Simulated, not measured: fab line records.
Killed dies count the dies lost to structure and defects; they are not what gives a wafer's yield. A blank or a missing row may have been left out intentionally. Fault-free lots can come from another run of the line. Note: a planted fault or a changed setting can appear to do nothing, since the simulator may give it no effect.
Lot-split experiment | flow sky130 | 23 wafers read across 5 lots, on a route 708 steps long

SPLIT DETAILS
At SKY_CAP2M_METAL_ETCH_13 (etches TiN in Cl2/BCl3, stops on SiO2, target depth 220 nm, time 62.9 s), the setting pressureMtorr was moved away from the recipe's 10 mTorr on 5 of the 23 wafers read, by +12.2%. This setting was run at the recipe's value on the other wafers.

FROM THE SPLIT TO THE READING: what the file shows between them, 9 steps
- SKY_CAP2M_STRIP_14: strips in O2/N2
- SKY_METAL4_METAL_ETCH_18: etches the open film in Cl2/BCl3, stops on SiO2, target depth 845 nm, time 183.1 s (also split here: icpW)
- SKY_METAL4_STRIP_19: strips in O2/N2
- SKY_VIA4_CMP_02: polishes SiO2 (also split here: leaveAboveRefNm)
- SKY_VIA4_SOFTBAKE_07: time 60 s (also split here: timeS)
- SKY_VIA4_EXPOSE_08: exposes mask VIM4, target cd 800 nm
- SKY_VIA4_PEB_09
- SKY_VIA4_DEVELOP_10: develop time 60 s
- SKY_VIA4_ETCH_12: etches SiO2 in C4F8/O2/Ar, stops on TiN, target depth 580 nm

THE READING
W_of_VIA4_CVD_18.thkNm (the simulator's own value, which no gauge read), in nm, at SKY_VIA4_CVD_18 (deposits W, target thk 505 nm, time 152.14 s). The file gives no usual value for it. Across the 18 wafers here that went through the recipe, the average is 494.8 nm and the standard deviation 4.5 nm.

wafer  | tool, chamber at the split | pressureMtorr as run, mTorr | against the recipe | W_of_VIA4_CVD_18.thkNm, nm | against lot-mates on the recipe
L076.1 | rieMetal-03, 1,0           | 10                          | recipe             | 487.5                      | -
L076.2 | rieMetal-03, 0             | 10                          | recipe             | 495.3                      | -
L076.3 | rieMetal-03, 1             | 10                          | recipe             | 493.1                      | -
L076.4 | rieMetal-03, 1,0           | 10                          | recipe             | 494.1                      | -
L076.5 | rieMetal-03, 1             | 10                          | recipe             | 489.6                      | -
L078.2 | rieMetal-04, 0             | 10                          | recipe             | 498.3                      | -
L078.5 | rieMetal-04, 0             | 10                          | recipe             | 502                        | -
L078.6 | rieMetal-04, 1             | 10                          | recipe             | 500.9                      | -
L079.2 | rieMetal-02, 0             | 10                          | recipe             | 497.8                      | -
L079.3 | rieMetal-02, 0             | 10                          | recipe             | 496                        | -
L079.4 | rieMetal-02, 0             | 10                          | recipe             | 490.7                      | -
L079.5 | rieMetal-02, 0             | 10                          | recipe             | 501.3                      | -
L079.6 | rieMetal-02, 0             | 10                          | recipe             | 497.7                      | -
L080.1 | rieMetal-03, 1             | 10                          | recipe             | 493.4                      | -
L080.2 | rieMetal-03, 0             | 10                          | recipe             | 490.5                      | -
L080.3 | rieMetal-03, 0             | 10                          | recipe             | 499.3                      | -
L080.4 | rieMetal-03, 1             | 10                          | recipe             | 488.8                      | -
L080.5 | rieMetal-03, 1             | 10                          | recipe             | 489.2                      | -
L085.1 | rieMetal-02, 0             | 11.22                       | +12.2%             | 526.3                      | no lot-mate on the recipe
L085.2 | rieMetal-02, 1             | 11.22                       | +12.2%             | 526.8                      | no lot-mate on the recipe
L085.3 | rieMetal-02, 0,1           | 11.22                       | +12.2%             | 524.1                      | no lot-mate on the recipe
L085.5 | rieMetal-02, 0             | 11.22                       | +12.2%             | 532                        | no lot-mate on the recipe
L085.6 | rieMetal-02, 0,1           | 11.22                       | +12.2%             | 523.8                      | no lot-mate on the recipe
If several chambers appear in one row, that row covers several wafers at once and the file leaves open which wafer was in which chamber.

FIT RESULTS
A straight line over all 23 wafers: W_of_VIA4_CVD_18.thkNm changes by +2.61 nm for each +1% of pressureMtorr; r = +0.95; the points scatter about the line by 4.4 nm.
Too few moved wafers have a lot-mate on the recipe to fit a line with each lot's own level taken away.

FILE'S OWN FIT
W_of_VIA4_CVD_18.thkNm changes by +2.61 nm for each +1% of pressureMtorr, r = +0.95.
